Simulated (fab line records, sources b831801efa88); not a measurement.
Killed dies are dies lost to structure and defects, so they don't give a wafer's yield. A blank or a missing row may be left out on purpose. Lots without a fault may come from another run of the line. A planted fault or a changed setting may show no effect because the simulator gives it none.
A struck lot beside a sound one | flow gf180mcu | 15 steps out of a route of 602
Sound: wafers L341.2, L341.3, L341.5. Struck: wafer L359.2. (L359.3, L359.4 of the same lot were not struck and are left out.) The cause comes at the end.
At each step with rows: each side's tool, then ch and its chambers, then its first start. Under that, the readings that differ: sound wafers | struck wafers | difference of the means | sigmas: that difference in standard deviations of wafers without a fault.
alike: readings whose means differ by less than 2 such deviations, and words and numbers that are the same on both sides. not compared: withheld readings, readings that some wafer has no value for, bounds like >300 that may hide the same value, and numbers for which the record gives no deviation and whose values overlap.
The two part at a step that has a row with sigmas, a row that says differs or no value, or rows on one side only. Numbers that don't overlap but have no deviation are shown without sigmas and don't part them. A reading that every wafer of one side lacks parts them only if that side has two wafers or more.

GF_V5_ETCH_16: etches BARC in N2/H2.
  sound on rie_diel-03 ch 1,2,3, day 27 12:29; struck on rie_diel-04 ch 1, day 32 23:10
  alike: chamber_pressure_mTorr, drypump_motor_current_A, oes_product_au, throttle_valve_pct
then, 4 steps without rows for these wafers: GF_V5_ETCH_17 (etches SiO2 in C4F8/O2/Ar, stops on TiN, target depth 855 nm); GF_V5_STRIP_18 (strips in O2/N2); GF_V5_STRIP_19 (strips in post etch residue remover, time 1200 s); GF_V5_CLEAN_20 (cleans in DIW).
GF_V5_SPUTTER_21: material Ti, target thk 15 nm, time 80.02 s.
  sound on pvd_sputter-02, day 27 13:13; struck on pvd_sputter-01, day 32 23:56
  alike: cathode_dc_power_W, substrate_temp_c, throttle_valve_pct
then, 2 steps without rows for these wafers: GF_V5_SPUTTER_22 (material TiN, target thk 10 nm, time 40 s); GF_V5_CVD_23 (deposits W, target thk 350 nm, time 104.9 s).
GF_V5_RS_MEAS_24: measures by four-point-probe.
  sound on film_metro-01, day 27 13:27; struck on film_metro-04, day 33 00:10
  alike: V5_W_RS
GF_V5_THK_MEAS_25: measures by xrf.
  sound on film_metro-01, day 27 13:34; struck on film_metro-04, day 33 00:17
  alike: V5_W_THK
GF_V5_CMP_26: polishes, stops on SiO2, t overpolish 15 s, target thk 0 nm.
  sound on cmp-01 ch 1,2, day 27 13:37; struck on cmp-01 ch 0, day 33 00:20
  alike: motor_current_A, overpolish_run_s, time_to_endpoint_s
GF_TOP_METAL_SPUTTER_00: material Ti, target thk 37.5 nm, time 150 s.
  sound on pvd_sputter-02, day 27 13:55; struck on pvd_sputter-04, day 33 00:38
  alike: cathode_dc_power_W, substrate_temp_c, throttle_valve_pct
GF_TOP_METAL_SPUTTER_01: material TiN, target thk 30 nm, time 25 s.
  sound on pvd_sputter-02, day 27 14:01; struck on pvd_sputter-04, day 33 00:44
  reading                                       | sound                | struck | difference | sigmas
  cathode_dc_power_W (W)                        | 6416.4 6417.1 6417.1 | 6414.5 | -2.4       | -2
  model.TiN_of_TOP_METAL_SPUTTER_01.thk_nm (nm) | 29.4 29.48 29.27     | 27.64  | -1.74      |
  alike: throttle_valve_pct
GF_TOP_METAL_SPUTTER_02: material AlCu, target thk 900 nm, time 47.82 s.
  sound on pvd_sputter-02, day 27 14:02; struck on pvd_sputter-04, day 33 00:46
  alike: cathode_dc_power_W, substrate_temp_c, throttle_valve_pct
then, 1 step without rows for these wafers: GF_PASSIVATION_PROBE_99.

WHERE THEY PART
Only at GF_TOP_METAL_SPUTTER_01, within this record. Later steps at which nothing parts them and some readings are alike: GF_TOP_METAL_SPUTTER_02.

WHY: what the simulator had put in
Process parameter drift: pvd_sputter-04, from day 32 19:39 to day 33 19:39, at GF_TOP_METAL_SPUTTER_01. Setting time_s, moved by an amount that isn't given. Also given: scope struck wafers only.
